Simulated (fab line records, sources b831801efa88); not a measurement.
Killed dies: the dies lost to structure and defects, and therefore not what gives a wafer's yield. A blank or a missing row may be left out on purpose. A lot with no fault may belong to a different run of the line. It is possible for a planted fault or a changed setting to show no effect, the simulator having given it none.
One fault seen from 2 desks / flow sky130 / every desk sees just its own numbers, and what lay behind them comes last

## TOOL OWNER'S DESK, implanter-01
For each lot that ran on this tool, the mean over its sampled wafers that have a number, from the tool's own readings at SKY_LDD_LDN_IMPLANT_10. Any lot whose mean is over 4 standard deviations away from the usual mean is out of limits and marked OUT; that distance is given in the brackets.
Columns: A = beamEnergyKeV at SKY_LDD_LDN_IMPLANT_10, usual 15.000
lot=L737; first seen here=day 23 17:44; A=15.003
lot=L744; first seen here=day 26 18:43; A=15.000
lot=L743; first seen here=day 26 20:14; A=14.996
lot=L746; first seen here=day 27 10:50; A=15.000
lot=L749; first seen here=day 28 07:18; A=14.318 (-99 or more) OUT
lot=L750; first seen here=day 28 16:20; A=14.315 (-99 or more) OUT
This desk's verdict: out of limits on L749, L750, starting with L749 at day 28 07:18 (beamEnergyKeV at SKY_LDD_LDN_IMPLANT_10). L737, L744, L743, L746: within limits.

## FROM THE METROLOGY DESK
Lot by lot, what the gauges showed, no matter which tool ran the lot: averages of those sampled wafers that carry a number. Any lot whose mean is over 4 standard deviations away from the usual mean is out of limits and marked OUT; that distance is given in the brackets.
Columns: A = GATE_OXIDE_TW at SKY_GATE_OXIDE_TW_MEAS_14, usual 224.5; B = cdNm at SKY_LDD_P_CD_MEAS_07, usual 380 nm
lot=L735; first seen here=day 14 08:08; A=224.6; B=380
lot=L736; first seen here=day 14 13:03; A=226.8; B=376
lot=L737; first seen here=day 14 14:28; A=223.2; B=381
lot=L739; first seen here=day 15 08:47; A=223.6; B=385
lot=L741; first seen here=day 16 10:19; A=225.2; B=381
lot=L744; first seen here=day 17 12:34; A=223.7; B=384
lot=L743; first seen here=day 17 12:36; A=225.6; B=379
lot=L746; first seen here=day 18 06:48; A=223.1; B=380
lot=L748; first seen here=day 18 23:34; A=227.1; B=383
lot=L749; first seen here=day 19 00:29; A=223.2; B=377
lot=L750; first seen here=day 19 12:23; A=226.9; B=379
lot=L754; first seen here=day 20 21:13; A=224.8; B=382
lot=L757; first seen here=day 21 21:12; A=222.8; B=374
This desk's finding: nothing out of limits on any of the 13 lots.

## ALL TOGETHER
The tool owner's desk could have raised an alarm at day 28 07:18, on L749, L750.
Nothing out of limits was seen by the metrology desk.
The metrology desk has L749, L750 on record, within its limits.
On implanter-01, each named lot ran SKY_LDD_LDN_IMPLANT_10.

## WHAT HAD BEEN PUT IN BY THE SIMULATOR
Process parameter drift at SKY_LDD_LDN_IMPLANT_10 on implanter-01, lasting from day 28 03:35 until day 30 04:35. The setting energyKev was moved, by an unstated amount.
Lots struck among those shown: L749, L750.
Each desk's first reading out of limits, in hours after the fault started: the tool owner's desk, 4.
